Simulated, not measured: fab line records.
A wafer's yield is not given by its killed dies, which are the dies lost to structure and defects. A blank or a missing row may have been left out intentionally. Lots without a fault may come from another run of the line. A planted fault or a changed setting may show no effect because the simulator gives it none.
A lot that was struck, set against a sound lot || flow sky130 || 25 out of 708 route steps
Sound: the wafers L584.4, L584.5, L584.6. Struck: wafers L585.2, L585.4, L585.5. Last of all comes the cause.
Per side, at each step with rows, come the tool, then ch with its chambers, and then its first start. Under that, the readings that differ: sound wafers || struck wafers || difference of the means || sigmas: that difference in standard deviations of wafers without a fault.
alike: readings with means less than 2 such deviations apart, plus words and numbers identical on both sides. not compared: withheld readings, readings lacking a value on some wafer, bounds such as >300 that could conceal the same value, and numbers that have no deviation in the record and whose values overlap.
The two part at a step that has a row with sigmas, a row that says differs or no value, or rows on one side only. Numbers that have no deviation but don't overlap get no sigmas and don't part them. Lack of a reading on every wafer of one side parts them only where that side has two or more wafers.

SKY_POLY_CUT_ETCH_11: etches Si3N4 in CF4/CH2F2/Ar, stops on poly-Si, time 42.5 s, target depth 60 nm.
  sound on rie_diel-01 ch 0,1, day 27 11:40; struck on rie_diel-01 ch 0,3, day 27 18:58
  alike: bias_w, drypump_motor_current_A, oes_product_au, rf_fwd_power_W, throttle_valve_pct
  not compared: rf_hours_counter_h
SKY_POLY_CUT_STRIP_12: strips in O2/N2.
  sound on plasma_asher-04 ch 0,1, day 27 11:44; struck on plasma_asher-03 ch 1, day 27 19:00
  alike: chamber_pressure_mTorr, drypump_motor_current_A, n2_flow_sccm, o2_flow_sccm, oes_product_au, strip_time_to_endpoint_s
  not compared: rf_hours_counter_h
then, 7 steps without rows for these wafers: SKY_SD_P_DEHYDRATE_00 (time 60 s); SKY_SD_P_HMDS_01 (prime time 60 s); SKY_SD_P_COAT_02 (resist thk 1140 nm); SKY_SD_P_SOFTBAKE_03 (time 60 s); SKY_SD_P_EXPOSE_04 (exposes mask PSDM, target cd 380 nm); SKY_SD_P_PEB_05; SKY_SD_P_DEVELOP_06 (develop time 60 s).
SKY_SD_P_CD_MEAS_07: the cd target is 380 nm.
  struck on cd_sem-02, day 28 23:25; sound on cd_sem-02, day 28 16:31
{"reading": "cd_nm (nm)", "sound": "376.4 374.9 376.3", "struck": "381.9 381.8 381.3", "difference": "+5.8", "sigmas": "+2"}
SKY_SD_P_OVL_MEAS_08:
  struck on overlay-02, day 28 23:32; sound on overlay-02, day 28 16:36
  alike: SD_P_OVL
next, for these wafers, 1 step has no rows: SKY_SD_P_IMPLANT_09.
SKY_SD_P_STRIP_10: strips in O2/N2.
  sound on plasma_asher-04 ch 0,1, day 28 16:48; struck on plasma_asher-03 ch 0,1, day 28 23:43
  no value came back on the struck wafers for any of 7 readings (chamber_pressure_mTorr (mTorr), drypump_motor_current_A (A) and others); on the sound wafers chamber_pressure_mTorr (mTorr) reads 1500.7 1501.0 1500.4
{"reading": "model.NOVOLAK_of_SD_P_COAT_02.thk_nm (nm)", "sound": "0 0 0", "struck": "1139 1139 1141", "difference": "+1140", "sigmas": ""}
  not compared: rf_hours_counter_h
SKY_SD_P_TW_MEAS_11:
  struck on film_metro-03, day 28 23:49; sound on film_metro-02, day 28 16:53
  alike: SD_P_TW
then, 8 steps without rows for these wafers: SKY_RES_XHIGH_DEHYDRATE_00 (time 60 s); SKY_RES_XHIGH_HMDS_01 (prime time 60 s); SKY_RES_XHIGH_COAT_02 (resist thk 1140 nm); SKY_RES_XHIGH_SOFTBAKE_03 (time 60 s); SKY_RES_XHIGH_EXPOSE_04 (exposes mask URPM, target cd 1270 nm); SKY_RES_XHIGH_PEB_05; SKY_RES_XHIGH_DEVELOP_06 (develop time 60 s); SKY_RES_XHIGH_IMPLANT_07.
SKY_RES_XHIGH_STRIP_08: strips in O2/N2.
  sound on plasma_asher-03 ch 0,1, day 29 20:36; struck on plasma_asher-03 ch 0,1, day 30 03:15
{"reading": "strip_time_to_endpoint_s (s)", "sound": "14.29 14.26 14.29", "struck": "31.34 31.34 31.32", "difference": "+17.05", "sigmas": "+99 or more"}
  alike: chamber_pressure_mTorr, drypump_motor_current_A, n2_flow_sccm, o2_flow_sccm, oes_product_au
  not compared: rf_hours_counter_h
SKY_RES_XHIGH_TW_MEAS_09:
  struck on film_metro-01, day 30 03:22; sound on film_metro-03, day 29 20:42
{"reading": "RES_XHIGH_TW", "sound": "1635 1631 1625", "struck": "31 31 31", "difference": -1599, "sigmas": -84}
then, 1 step without rows for these wafers: SKY_SD_N_DEHYDRATE_00 (time 60 s).

## WHERE THEY PART
First at SKY_SD_P_CD_MEAS_07; last, within this record, at SKY_RES_XHIGH_TW_MEAS_09.

WHY: what the simulator had put in
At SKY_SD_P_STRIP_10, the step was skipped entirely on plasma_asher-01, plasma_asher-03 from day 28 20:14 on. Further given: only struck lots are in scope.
